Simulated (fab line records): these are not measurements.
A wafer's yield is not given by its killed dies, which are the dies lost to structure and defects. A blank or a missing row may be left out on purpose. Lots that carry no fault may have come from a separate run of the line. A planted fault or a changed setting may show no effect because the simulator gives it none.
Which tool did it? ; flow gf180mcu ; 13 lots, 39 wafers sampled, at 5 steps of a route of 602

== WHAT THE GAUGES READ, wafer by wafer ==
GF_HV_LDD_CD_MEAS_19 targets a cd of 400 nm.
lot;measured;on;cdNm (nm)
L203;day 10 21:37;cdSem-01;402.6 402.0 401.9
L204;day 11 13:28;cdSem-02;401.5 403.8 402.0
L207;day 12 11:37;cdSem-01;397.9 401.5 398.8
L208;day 12 17:44;cdSem-02;399.8 398.4 399.6
L209;day 13 04:43;cdSem-01;403.1 403.1 404.1
L210;day 13 20:04;cdSem-01;404.1 402.8 403.3
L211;day 13 21:19;cdSem-02;397.7 398.8 399.1
L215;day 14 22:58;cdSem-01;401.9 403.0 401.7
L216;day 15 03:17;cdSem-02;397.5 397.3 397.5
L217;day 15 11:31;cdSem-01;401.2 400.4 402.1
L221;day 17 00:02;cdSem-02;400.6 400.5 400.8
L222;day 17 05:04;cdSem-01;400.5 400.0 398.3
L224;day 17 23:51;cdSem-02;402.6 398.6 400.7

GF_HV_LDD_CD_MEAS_31 targets a cd of 400 nm.
lot;measured;on;cdNm (nm)
L203;day 11 16:14;cdSem-02;397.9 395.7 396.7
L204;day 12 09:37;cdSem-01;400.9 402.2 400.4
L207;day 13 07:02;cdSem-01;402.2 401.3 402.7
L208;day 13 14:04;cdSem-01;401.6 400.2 401.2
L209;day 14 02:08;cdSem-02;399.2 399.4 398.8
L210;day 14 18:20;cdSem-02;401.4 401.2 400.1
L211;day 14 18:28;cdSem-01;402.4 402.5 401.5
L215;day 15 21:13;cdSem-02;396.2 397.9 397.7
L216;day 16 01:20;cdSem-01;399.5 402.1 401.7
L217;day 16 09:30;cdSem-01;400.0 401.3 399.2
L221;day 18 00:08;cdSem-01;401.9 403.3 401.4
L222;day 18 05:14;cdSem-01;396.1 398.0 398.4
L224;day 19 00:27;cdSem-01;399.9 397.5 397.2

GF_HV_LDD_CD_MEAS_46 targets a cd of 400 nm.
lot;measured;on;cdNm (nm)
L203;day 12 12:35;cdSem-02;399.6 400.7 398.4
L204;day 13 05:43;cdSem-02;400.4 401.6 399.6
L207;day 14 05:31;cdSem-01;399.6 397.3 400.7
L208;day 14 11:13;cdSem-01;401.8 400.0 400.4
L209;day 15 00:11;cdSem-01;396.8 398.1 397.7
L210;day 15 18:10;cdSem-01;402.1 400.6 399.7
L211;day 15 18:22;cdSem-02;399.4 400.7 399.1
L215;day 16 20:52;cdSem-01;406.8 408.2 408.1
L216;day 17 00:41;cdSem-01;402.7 403.4 402.7
L217;day 17 09:49;cdSem-02;406.8 406.8 406.8
L221;day 19 01:20;cdSem-01;399.9 400.2 400.8
L222;day 19 06:17;cdSem-02;400.6 399.5 401.0
L224;day 20 02:14;cdSem-01;399.8 400.3 400.5

== EACH LOT AND THE TOOL THAT RAN IT (in order: tool; ch and the chambers of the sampled wafers; start) ==
lot;GF_HV_LDD_STRIP_22;GF_HV_LDD_DEVELOP_45
L203;plasmaAsher-02 ch 0,1, day 10 21:54;lithoTrack-03 ch 0, day 12 12:26
L204;plasmaAsher-04 ch 1, day 11 13:46;lithoTrack-02 ch 0, day 13 05:34
L207;plasmaAsher-04 ch 0,1, day 12 11:55;lithoTrack-03 ch 0, day 14 05:22
L208;plasmaAsher-04 ch 0,1, day 12 18:02;lithoTrack-02 ch 0, day 14 11:04
L209;plasmaAsher-03 ch 0,1, day 13 05:01;lithoTrack-04 ch 0, day 15 00:02
L210;plasmaAsher-03 ch 0, day 13 20:22;lithoTrack-03 ch 0, day 15 18:01
L211;plasmaAsher-02 ch 0,1, day 13 21:37;lithoTrack-02 ch 0, day 15 18:13
L215;plasmaAsher-04 ch 0,1, day 14 23:16;lithoTrack-03 ch 0, day 16 20:43
L216;plasmaAsher-03 ch 0,1, day 15 03:34;lithoTrack-02 ch 0, day 17 00:32
L217;plasmaAsher-04 ch 0,1, day 15 11:48;lithoTrack-03 ch 0, day 17 09:41
L221;plasmaAsher-04 ch 0,1, day 17 00:19;lithoTrack-02 ch 0, day 19 01:11
L222;plasmaAsher-02 ch 0, day 17 05:20;lithoTrack-02 ch 0, day 19 06:08
L224;plasmaAsher-04 ch 0,1, day 18 00:09;lithoTrack-04 ch 0, day 20 02:05
- GF_HV_LDD_STRIP_22: strips in O2/N2.
- GF_HV_LDD_DEVELOP_45: develop time 60 s.

== AS READ BY THE TOOLS THEMSELVES (means over the sampled wafers that have a number; for cases with no such wafer, the mark the record gives instead) ==
GF_HV_LDD_STRIP_22.
lot;tool;chamberPressureMTorr (mTorr);drypumpMotorCurrentA (A);heaterPowerW (W);oesProductAu (a.u.);stripTimeToEndpointS (s)
L203;plasmaAsher-02;1499.1;5.7;329;0.714;12.62
L204;plasmaAsher-04;1501.5;5.6;384;0.717;12.68
L207;plasmaAsher-04;1499.2;5.3;363;0.715;12.62
L208;plasmaAsher-04;1500.4;5.4;376;0.714;12.64
L209;plasmaAsher-03;1499.4;5.7;369;0.715;12.60
L210;plasmaAsher-03;1499.8;6.0;403;0.715;12.60
L211;plasmaAsher-02;1500.7;5.8;326;0.715;12.62
L215;plasmaAsher-04;1499.0;5.3;368;0.713;12.66
L216;plasmaAsher-03;1500.6;5.6;366;0.718;12.68
L217;plasmaAsher-04;1498.8;5.3;360;0.716;12.61
L221;plasmaAsher-04;1499.5;5.3;364;0.717;12.64
L222;plasmaAsher-02;1500.3;5.6;329;0.719;12.61
L224;plasmaAsher-04;1499.1;5.3;362;0.717;12.67

GF_HV_LDD_DEVELOP_45.
lot;tool;developerTempC (C);exhaustPa (Pa)
L203;lithoTrack-03;22.95;43.7
L204;lithoTrack-02;22.98;45.7
L207;lithoTrack-03;23.07;45.8
L208;lithoTrack-02;23.11;45.3
L209;lithoTrack-04;22.98;44.5
L210;lithoTrack-03;23.07;46.0
L211;lithoTrack-02;22.91;44.6
L215;lithoTrack-03;20.81;45.3
L216;lithoTrack-02;23.04;45.3
L217;lithoTrack-03;20.78;45.7
L221;lithoTrack-02;23.00;43.9
L222;lithoTrack-02;22.98;44.5
L224;lithoTrack-04;23.00;44.3

== THE ANSWER, worked out from the rows above alone ==
Rule: the usual values come from the lots themselves. Put in order of their means at a reading, lots are off if they are a third of the lots or fewer, leave a main group of 4 or more, and stand apart from it by a gap of 3 or more times the standard deviation of the main group's means; of several such gaps the widest counts. If all means in a main group match to the digits the tables above print for the reading, that group is not used. Also off: a lot with no number at a reading for which 4 or more lots have one. Where the step has rows for the other lots, those lots are counted as sound. Order of review: gauges by route order, followed by the tools' own readings, for which a lot's mean as printed above is used. The first step at which some lot is off is used, and at that step the reading that is off furthest; a lot without a number counts as furthest.
Off: L215, L217 (GF_HV_LDD_CD_MEAS_46, cdNm). For the main group the mean is 400.2 nm and the standard deviation 1.2.
A tool fits if, at a process step before that reading, it ran every lot that is off, and no sound lot after the first of them. Not tried: the gauges at GF_HV_LDD_CD_MEAS_46; whatever is off there is also off at GF_HV_LDD_DEVELOP_45, on other tools, and gauge error can't account for it. One fits: lithoTrack-03 at GF_HV_LDD_DEVELOP_45. Its last sound lot is L210 (day 15 18:01), its first lot that is off L215 (day 16 20:43): a fault that began between those two fits.
The tool's own readings at GF_HV_LDD_DEVELOP_45 bear it out: on the lots that are off they differ by more than 5 times the standard deviation of the sound lots' means. developerTempC reads 20.80 C there against 23.01 C on the sound lots.

== WHAT THE SIMULATOR HAD PUT IN ==
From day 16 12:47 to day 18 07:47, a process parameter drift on lithoTrack-03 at GF_HV_LDD_DEVELOP_45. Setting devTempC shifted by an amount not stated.
Lots struck among those shown: L215, L217. The same result came from the rule above.
